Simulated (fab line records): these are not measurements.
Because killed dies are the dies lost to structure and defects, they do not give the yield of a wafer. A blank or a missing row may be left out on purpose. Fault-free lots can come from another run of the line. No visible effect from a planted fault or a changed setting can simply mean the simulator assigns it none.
One fault seen from 2 desks	flow sky130	every desk sees just its own numbers, and what lay behind them comes last

== FROM THE METROLOGY DESK ==
What the gauges read for every lot (on any tool): the sampled wafers with a number, averaged. Marked OUT: a lot whose mean sits more than 4 standard deviations from the usual mean, which makes it out of limits; the brackets give that distance.
Columns: A = LDD_HVP_OVL at SKY_LDD_HVP_OVL_MEAS_07, usual -0.6 nm; B = SPACER_CVD_00_THK at SKY_SPACER_THK_MEAS_01, usual 43.2 nm
lot	first seen here	A	B
L398	day 18 17:31	-1.5	43.6
L400	day 19 14:47	-1.1	43.3
L403	day 20 14:58	0.7	43.3
L404	day 21 06:16	-1.0	44.0
L408	day 22 03:43	-0.1	43.2
L409	day 22 13:04	-0.6	43.2
L410	day 22 17:43	-0.8	43.4
L412	day 23 07:52	-2.8	42.9
L417	day 32 17:22	-0.2	42.8
L415	day 32 19:37	-0.3	43.1
L416	day 32 21:14	1.4	43.4
L420	day 32 23:07	1.0	43.2
Finding of this desk: none of the 12 lots has anything out of limits.

== THE TOOL OWNER'S DESK: litho_track-04 ==
The tool's own readings at SKY_RES_XHIGH_COAT_02 (resist thk 1140 nm): means of the sampled wafers that have a number, for each lot that ran on this tool. Marked OUT: a lot whose mean sits more than 4 standard deviations from the usual mean, which makes it out of limits; the brackets give that distance.
Columns: A = spin_speed_rpm at SKY_RES_XHIGH_COAT_02, usual 2999.9 rpm
lot	first seen here	A
L398	day 23 18:49	3001.5
L403	day 25 00:13	3001.8
L404	day 25 14:41	2998.7
L408	day 26 09:40	3080.0 (+47) OUT
L410	day 27 02:19	3079.6 (+47) OUT
L417	day 36 15:59	2999.7
L415	day 36 19:11	3002.4
This desk's finding: out of limits on L408, L410; first on L408, day 26 09:40 (spin_speed_rpm at SKY_RES_XHIGH_COAT_02). In limits: L398, L403, L404, L417, L415.

== BROUGHT TOGETHER ==
On L408, L410, at day 26 09:40, an alarm was possible from the tool owner's desk.
The metrology desk saw nothing out of limits.
The metrology desk holds a record of L408, L410, inside its limits.
All the named lots went through SKY_RES_XHIGH_COAT_02 on litho_track-04.

== WHAT THE SIMULATOR HAD PUT IN ==
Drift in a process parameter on litho_track-04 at SKY_RES_XHIGH_COAT_02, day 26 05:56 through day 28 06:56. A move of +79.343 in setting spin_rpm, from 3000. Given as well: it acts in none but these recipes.
Struck lots among those shown: L408, L410.
Delay in hours, fault start to first out-of-limits reading, by desk: the tool owner's desk at 4.
